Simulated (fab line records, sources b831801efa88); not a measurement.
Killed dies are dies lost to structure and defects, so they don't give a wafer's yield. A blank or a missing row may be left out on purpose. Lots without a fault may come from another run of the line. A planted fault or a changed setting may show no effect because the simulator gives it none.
Tool commonality check | flow gf180mcu | 14 lots, 42 wafers sampled

WHY IT WAS OPENED
At GF_DNWELL_TW_MEAS_09 the reading DNWELL_TW is flagged on 2 of 14 lots. Wafers without a fault read 1350, standard deviation 11.
Rule: a lot is flagged when every wafer of it that has a number lies more than 4 standard deviations from that mean, or none has a number. The other lots count as sound.

lot  | measured    | on            | DNWELL_TW, wafer by wafer | flag
L736 | day 2 19:58 | film_metro-04 | 1354 1363 1359            |
L737 | day 3 00:11 | film_metro-04 | 1363 1353 1358            |
L738 | day 3 05:58 | film_metro-03 | 1358 1349 1348            |
L739 | day 3 13:32 | film_metro-02 | 1325 1331 1329            |
L742 | day 4 02:34 | film_metro-04 | 1350 1346 1343            |
L744 | day 4 14:03 | film_metro-02 | 1341 1339 1338            |
L745 | day 4 18:52 | film_metro-02 | 1343 1347 1350            |
L747 | day 5 04:53 | film_metro-04 | 1349 1351 1351            |
L749 | day 5 14:48 | film_metro-04 | 1354 1359 1368            |
L751 | day 6 02:23 | film_metro-04 | 1577 1579 1580            | FLAGGED
L755 | day 6 23:17 | film_metro-04 | 1363 1353 1373            |
L756 | day 7 04:19 | film_metro-02 | 1554 1551 1546            | FLAGGED
L757 | day 7 10:40 | film_metro-02 | 1340 1343 1339            |
L758 | day 7 14:35 | film_metro-02 | 1340 1331 1342            |
The numbers of the flagged lots are 1564 on average: +214 against the usual, or +20 standard deviations.

WHICH TOOL RAN EACH LOT
The record holds 1 process step before the reading, out of a route of 602 steps. In each cell: the tool, then ch and the chambers that the sampled wafers went through, then the start.
lot  | flag    | GF_DNWELL_IMPLANT_07
L736 |         | implanter-02 ch 0, day 2 19:43
L737 |         | implanter-04 ch 0, day 2 23:58
L738 |         | implanter-03 ch 0, day 3 05:44
L739 |         | implanter-04 ch 0, day 3 13:17
L742 |         | implanter-02 ch 0, day 4 02:21
L744 |         | implanter-02 ch 0, day 4 13:50
L745 |         | implanter-04 ch 0, day 4 18:38
L747 |         | implanter-02 ch 0, day 5 04:40
L749 |         | implanter-02 ch 0, day 5 14:33
L751 | FLAGGED | implanter-04 ch 0, day 6 02:08
L755 |         | implanter-02 ch 0, day 6 23:05
L756 | FLAGGED | implanter-04 ch 0, day 7 04:04
L757 |         | implanter-03 ch 0, day 7 10:27
L758 |         | implanter-03 ch 0, day 7 14:22
What these steps do:
- GF_DNWELL_IMPLANT_07
- GF_DNWELL_TW_MEAS_09

FLAGGED OVER TOTAL, TOOL BY TOOL (the gauges that took the reading come last)
step                 | tool          | lots run | flagged | share of the flagged lots | sound lots run after its first flagged lot
GF_DNWELL_IMPLANT_07 | implanter-02  | 6        | 0       | none                      | -
GF_DNWELL_IMPLANT_07 | implanter-03  | 3        | 0       | none                      | -
GF_DNWELL_IMPLANT_07 | implanter-04  | 5        | 2       | all                       | 0
GF_DNWELL_TW_MEAS_09 | film_metro-02 | 6        | 1       | some                      | 2 (L757,L758)
GF_DNWELL_TW_MEAS_09 | film_metro-03 | 1        | 0       | none                      | -
GF_DNWELL_TW_MEAS_09 | film_metro-04 | 7        | 1       | some                      | 1 (L755)

WHAT THE TABLE ALLOWS
1 row of the table ran every flagged lot: implanter-04 at GF_DNWELL_IMPLANT_07.
- implanter-04 at GF_DNWELL_IMPLANT_07: 2 of its 5 lots flagged. Its last sound lot is L745 (day 4 18:38), its first flagged lot L751 (day 6 02:08): a fault that began between those two fits. Its own readings lie more than 4 standard deviations out on every wafer of the flagged lots: dose_ions_cm2, faraday_current_uA.
One tool is left: implanter-04 at GF_DNWELL_IMPLANT_07.

WHAT THE SIMULATOR HAD PUT IN
Process parameter drift: implanter-04, from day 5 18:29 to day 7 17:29, at GF_DNWELL_IMPLANT_07. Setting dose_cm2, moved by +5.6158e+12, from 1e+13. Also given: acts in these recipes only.
Lots struck among those shown: L751, L756. The rule above found the same.
